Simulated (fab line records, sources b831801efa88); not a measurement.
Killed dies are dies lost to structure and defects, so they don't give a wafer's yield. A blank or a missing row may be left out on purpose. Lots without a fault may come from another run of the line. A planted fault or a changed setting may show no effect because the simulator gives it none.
Problem report in the 8D (eight disciplines) form, filled by code | flow gf180mcu | the parts of the form that need people (team, actions taken, sign-off) are left out

1. THE PROBLEM
HV_LDD_TW at GF_HV_LDD_TW_MEAS_11 reads a mean of 2233 on 9 wafers of 3 lots; wafers without a fault read 2424 with a standard deviation of 28. That is -6.8 standard deviations from the usual mean.
First seen on wafer L673.1, day 12 23:59, on film_metro-03. The record holds 36 wafers of 12 lots with a number at this step. Rule for "out", or "out of limits": more than 4 standard deviations from the usual mean. The other wafers with a number count as sound.

2. WHAT IT IS AND WHAT IT IS NOT
question                    | is                           | is not
which readings at this step | HV_LDD_TW                    | -
which lots                  | L673, L674, L676             | L666, L667, L669, L671, L678, L683, L684, L688, L689
which wafers of those lots  | all that have a number       | -
read on which gauges        | film_metro-03, film_metro-04 | film_metro-01
when                        | from day 12 23:59            | up to then (12 sound wafers); but 15 sound wafers of L678, L683, L684, L688, L689 came after

3. SUSPECTS, AND WHAT RULES EACH OUT
Counting: a tool at a process step up to the reading stays a suspect if it ran every lot that is out and no sound lot after the first of them.
- the gauge at GF_HV_LDD_TW_MEAS_11: ruled out. The wafers that are out were read on 2 gauges (film_metro-03, film_metro-04).
- implanter-04 at GF_HV_LDD_IMPLANT_09: kept. It ran every lot that is out, first L673 (day 12 23:44), and no sound lot after that; its last sound lot up to then is L671 (day 11 22:01). Its own readings are out on those wafers: beam_energy_keV.
Left after counting: implanter-04 at GF_HV_LDD_IMPLANT_09.

4. THE CAUSE (what the simulator had put in)
Process parameter drift: implanter-04, from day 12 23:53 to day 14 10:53, at GF_HV_LDD_IMPLANT_09. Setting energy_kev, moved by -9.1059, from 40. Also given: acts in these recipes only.
Counting left only this tool.

5. THE CHAIN OF EFFECTS, in route order
Each row: a reading whose mean over the struck wafers that have a number lies more than 3 standard deviations from the usual. Only readings for which the record gives a usual standard deviation are gone through. hours: the time from each lot's start at the first step in this table that gives one to its start at this step, as a median over the lots. sigmas: the change in usual standard deviations.
hours | step                 | reading         | usual        | on struck wafers | change | sigmas
0     | GF_HV_LDD_IMPLANT_09 | beam_energy_keV | 40.000       | 30.891           | -9.109 | -99 or more
0     | GF_HV_LDD_TW_MEAS_11 | HV_LDD_TW       | 2424         | 2233             | -191   | -6.8
67    | GF_HV_LDD_RS_MEAS_53 | HV_LDD_RS       | 417.6 ohm/sq | 423.5            | +5.9   | +5.9
The process steps in it:
- GF_HV_LDD_IMPLANT_09
Later measuring or inspecting steps at which every struck wafer that the step has a row for has a number for every such reading, and none has moved that far: GF_PSD_OVL_MEAS_08, GF_CONTACT_THK_MEAS_26.

6. WHAT WOULD HAVE CAUGHT IT SOONER
In this record the first reading out of limits at a measuring or inspecting step was taken at day 12 23:59, 0 hours after the fault began at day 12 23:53.
The tool's own readings at GF_HV_LDD_IMPLANT_09 were out on every struck wafer that the step has a row for (beam_energy_keV): an alarm limit on them would have fired on the first of those.
Of the lots that are out (3), L674, L676 began GF_HV_LDD_IMPLANT_09 on implanter-04 after day 12 23:59. A hold on the tool at that time would have spared those 2.
